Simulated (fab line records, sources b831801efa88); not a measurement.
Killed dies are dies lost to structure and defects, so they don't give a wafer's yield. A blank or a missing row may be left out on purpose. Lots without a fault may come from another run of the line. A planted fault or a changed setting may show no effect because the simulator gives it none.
fab line records | flow sky130
record lots=7 wafers=21 last_day=50
route steps=708 shown METAL4@635 VIA4@639
lots that met no fault: from a run of the same line without faults
start_h: hours from the record's first day to the start of the lot's first wafer shown | wait_h: hours since the lot's step before | " the same as in the row above | L1.1+2: a row that stands for several wafers | - no value, or no start given | * or withheld: withheld | < > ~ a bound
route shown NAME@n: a module of which the file shows steps, and the number in the route of the first | usual: mean/standard deviation of fault-free wafers | same: alike in all rows | chamber/n: place in a boat | sites: the reading at each site | _std_site: their standard deviation | _edge_site: outer sites' mean less inner sites' | radius_mm: how far each site lies from the wafer's centre | mask NAME#n: copy n | behind: the tool/chamber that last shaped the wafer | hold: why the lot was held/for how many hours/how that ended | device: the transistor (n, p or np) that didn't switch | end of line: the same wafers' tests at the end of the route | a step without rows: its recipe alone | killed: dies lost to structure and defects at the first sort, not the wafer's yield | map: a wafer's dies, x killed, . not, _ none there
set.NAME: the setting as run; set.NAME@STEP: as run at that earlier step | model.NAME: the simulator's own value behind a step, which no gauge read
lots at some steps of the route; a table a step, a row a wafer
services: from which hour (start_h, from the record's first day; less than 0 if before it) a tool's chamber was out of use, for how many hours, and why
## steps
# step SKY_METAL4_STRIP_19
# recipe chemistry=O2/N2 power_w=1400 pressure_mtorr=1500 platen_temp_c=withheld o2_flow_sccm=3000 n2_flow_sccm=300 overash_fraction=0.5
# usual drypump_motor_current_A=6.1/0.48 oes_product_au=0.499/0.0058 strip_time_to_endpoint_s=6.48/0.075
# columns lot.wafer tool chamber start_h wait_h drypump_motor_current_A oes_product_au rf_hours_counter_h strip_time_to_endpoint_s
L836.1 plasma_asher-01 1 987.47 0.1 6.3 0.505 24 6.41
L836.2 " 0 " " 5.4 0.505 24 6.47
L836.6 " 0 " " 5.5 0.504 - 6.48
L841.3 plasma_asher-01 0 1020.11 0.1 5.5 0.494 - 6.47
L841.4 " 1 " " 6.3 0.491 - 6.46
L841.6 " 0 " " 5.5 0.496 - 6.44
L842.1 plasma_asher-03 0 1028.85 0.1 5.7 0.498 62 6.48
L842.4 " 0 " " 5.8 0.494 - 6.40
L842.6 " 1 " " 6.8 0.492 - 6.46
L843.3 plasma_asher-01 0 1037.45 0.1 5.5 0.510 - 6.54
L843.5 " 0 " " 5.4 0.499 - 6.43
L843.6 " 1 " " 6.3 0.499 - 6.55
L850.1 plasma_asher-01 0 1087.21 0.1 5.5 0.502 35 6.54
L850.2 " 1 " " 6.2 0.506 35 6.47
L850.4 " 0 " " 5.5 0.505 - 6.51
L852.2 plasma_asher-03 0 1092.10 0.1 5.8 0.486 69 6.45
L852.4 " 0 " " 5.8 0.498 - 6.45
L852.5 " 1 " " 6.8 0.505 - 6.41
L857.1 plasma_asher-03 0 1117.68 0.1 5.7 0.505 71 6.49
L857.4 " 0 " " 5.8 0.496 - 6.52
L857.5 " 1 " " 6.8 0.504 - 6.55
# step SKY_METAL4_STRIP_20
# recipe chemistry=post_etch_residue_remover time_s=1200 temp_c=72.5
# step SKY_METAL4_CLEAN_21
# recipe chemistry=IPA time_s=180 temp_c=25
# step SKY_METAL4_CLEAN_22
# recipe chemistry=O3/DIW dry=n2_spin
# step SKY_VIA4_HDPCVD_00
# recipe material=SiO2 target_thk_nm=1750 sigma_open_frac=0.3 time_s=291.7 temp_c=400 sih4_flow_sccm=60 pressure_mtorr=6
# step SKY_VIA4_THK_MEAS_01
# recipe reads=SiO2_of_VIA4_HDPCVD_00
# usual VIA4_HDPCVD_THK=1740/18
# columns lot.wafer tool chamber start_h wait_h VIA4_HDPCVD_THK[nm]
L836.1 film_metro-01 - 988.59 0.1 1722
L836.2 " - " " 1712
L836.6 " - " " 1732
L841.3 film_metro-04 - 1021.36 0.1 1736
L841.4 " - " " 1758
L841.6 " - " " 1773
L842.1 film_metro-01 - 1029.67 0.1 1764
L842.4 " - " " 1740
L842.6 " - " " 1757
L843.3 film_metro-04 - 1038.70 0.1 1697
L843.5 " - " " 1729
L843.6 " - " " 1727
L850.1 film_metro-01 - 1088.02 0.1 1741
L850.2 " - " " 1736
L850.4 " - " " 1726
L852.2 film_metro-01 - 1093.31 0.1 1717
L852.4 " - " " 1711
L852.5 " - " " 1732
L857.1 film_metro-03 - 1118.92 0.1 1736
L857.4 " - " " 1729
L857.5 " - " " 1735
# step SKY_VIA4_CMP_02
# recipe material=SiO2 down_force_psi=4 platen_rpm=60 pad_velocity_m_s=0.94248
# usual motor_current_A=11.8/1.2
# columns lot.wafer tool chamber start_h wait_h motor_current_A
L836.2 cmp-01 0 988.65 0.0 12.4
L836.1 " 2 " " 10.8
L836.6 " 1 " " 12.3
L841.3 cmp-02 0 1021.45 0.1 10.7
L841.4 " 1 " " 14.1
L841.6 " 3 " " 14.7
L842.1 cmp-02 3 1029.73 0.1 14.8
L842.4 " 1 " " 13.5
L842.6 " 0 " " 10.7
L843.3 cmp-01 3 1038.84 0.1 10.9
L843.5 " 1 " " 12.1
L843.6 " 2 " " 11.2
L850.2 cmp-01 0 1088.51 0.5 11.1
L850.4 " 2 " " 10.6
L850.1 " 3 " " 10.9
L852.2 cmp-02 3 1093.41 0.1 15.1
L852.4 " 1 " " 12.9
L852.5 " 3 " " 14.3
L857.1 cmp-02 2 1119.03 0.1 11.4
L857.4 " 0 " " 10.9
L857.5 " 1 " " 13.0
# step SKY_VIA4_BOW_MEAS_03
# recipe mode=bow
# usual VIA4_BOW=77/8.1
# columns lot.wafer tool chamber start_h wait_h VIA4_BOW[um]
L836.1 film_metro-03 - 988.95 0.1 76
L836.2 " - " " 75
L836.6 " - " " 76
L841.3 film_metro-04 - 1021.74 0.2 66
L841.4 " - " " 69
L841.6 " - " " 72
L842.1 film_metro-03 - 1030.03 0.2 79
L842.4 " - " " 72
L842.6 " - " " 58
L843.3 film_metro-01 - 1039.08 0.2 58
L843.5 " - " " 72
L843.6 " - " " 70
L850.1 film_metro-01 - 1088.81 0.1 82
L850.2 " - " " 93
L850.4 " - " " 79
L852.2 film_metro-03 - 1093.68 0.2 64
L852.4 " - " " 63
L852.5 " - " " 63
L857.1 film_metro-04 - 1119.28 0.2 86
L857.4 " - " " 84
L857.5 " - " " 79
# step SKY_VIA4_DEHYDRATE_04
# recipe temp_c=200 time_s=60
# step SKY_VIA4_HMDS_05
# recipe prime_time_s=60 prime_temp_c=120
# step SKY_VIA4_COAT_06
# recipe resist=NOVOLAK spin_rpm=3000 resist_thk_nm=1140
# step SKY_VIA4_SOFTBAKE_07
# recipe temp_c=90 time_s=60 resist=NOVOLAK
# step SKY_VIA4_EXPOSE_08
# recipe mask_id=VIM4 na=0.6 source_shape=conventional sigma_outer=0.6 polarization=unpolarized target_cd_nm=800 dose_mj=132
# usual exposure_dose_mJ_cm2=131.99/0.13 focus_offset_nm=-0.2/0.5
# columns lot.wafer tool chamber start_h wait_h mask exposure_dose_mJ_cm2 focus_offset_nm
L836.1 iline_stepper-02 0 1000.40 - VIM4#0 132.12 -0.5
L836.2 " 0 " " VIM4#0 132.03 -0.2
L836.6 " 0 " " VIM4#0 132.03 -0.1
L841.3 iline_stepper-02 - 1033.32 - VIM4#0 - -
L841.4 " - " " VIM4#0 - -
L841.6 " - " " VIM4#0 - -
L842.1 iline_stepper-02 - 1041.95 - VIM4#0 - -
L842.4 " - " " VIM4#0 - -
L842.6 " - " " VIM4#0 - -
L843.3 iline_stepper-02 - 1050.42 - VIM4#0 - -
L843.5 " - " " VIM4#0 - -
L843.6 " - " " VIM4#0 - -
L850.1 iline_stepper-02 0 1098.40 - VIM4#0 131.93 -0.6
L850.2 " 0 " " VIM4#0 132.30 -1.0
L850.4 " 0 " " VIM4#0 132.01 -0.7
L852.2 iline_stepper-02 0 1104.25 - VIM4#0 132.11 -0.4
L852.4 " 0 " " VIM4#0 132.01 -0.3
L852.5 " 0 " " VIM4#0 132.20 -0.2
L857.1 iline_stepper-02 0 1129.30 - VIM4#0 132.01 0.2
L857.4 " 0 " " VIM4#0 131.97 -0.6
L857.5 " 0 " " VIM4#0 131.81 0.0
# step SKY_VIA4_PEB_09
# recipe temp_c=withheld time_s=* resist=NOVOLAK
## services
# columns tool chamber start_h hours kind
cmp-01 - 966.32 6.6 pm
plasma_asher-01 - 1000.92 0.3 repair
plasma_asher-01 - 1016.57 0.9 repair
iline_stepper-02 - 1020.22 5.2 repair
cmp-01 - 1025.89 2.0 repair
cmp-02 - 1035.86 3.5 repair
cmp-01 - 1061.11 0.5 repair
cmp-02 - 1061.79 0.3 repair
cmp-02 - 1077.93 11.9 pm
cmp-02 - 1100.56 1.7 repair
cmp-02 - 1126.99 6.2 pm
## key
first_sign step=SKY_VIA4_EXPOSE_08 reading=tool_record direction=missing
effect none on later readings
met_at SKY_VIA4_EXPOSE_08
struck_wafers L841.3,L841.4,L841.6,L842.1,L842.4,L842.6,L843.3,L843.5,L843.6
later_rows_left_out L841.3,L841.4,L841.6,L842.1,L842.4,L842.6,L843.3,L843.5,L843.6
sort_left_out L841.3,L841.4,L841.6,L842.1,L842.4,L842.6,L843.3,L843.5,L843.6
onset_between 1000.40 1033.32
fault kind=skipped_step_whole tool=iline_stepper-02 chamber=- onset_h=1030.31 steps=SKY_VIA4_EXPOSE_08 scope=struck_lots_only
# sort_left_out: the simulated sort isn't trusted on such a fault, so these wafers' sort isn't shown, and their yield isn't known
# later_rows_left_out: the simulator's readings of these wafers behind a module that went badly wrong aren't trusted and aren't shown, but for the sort
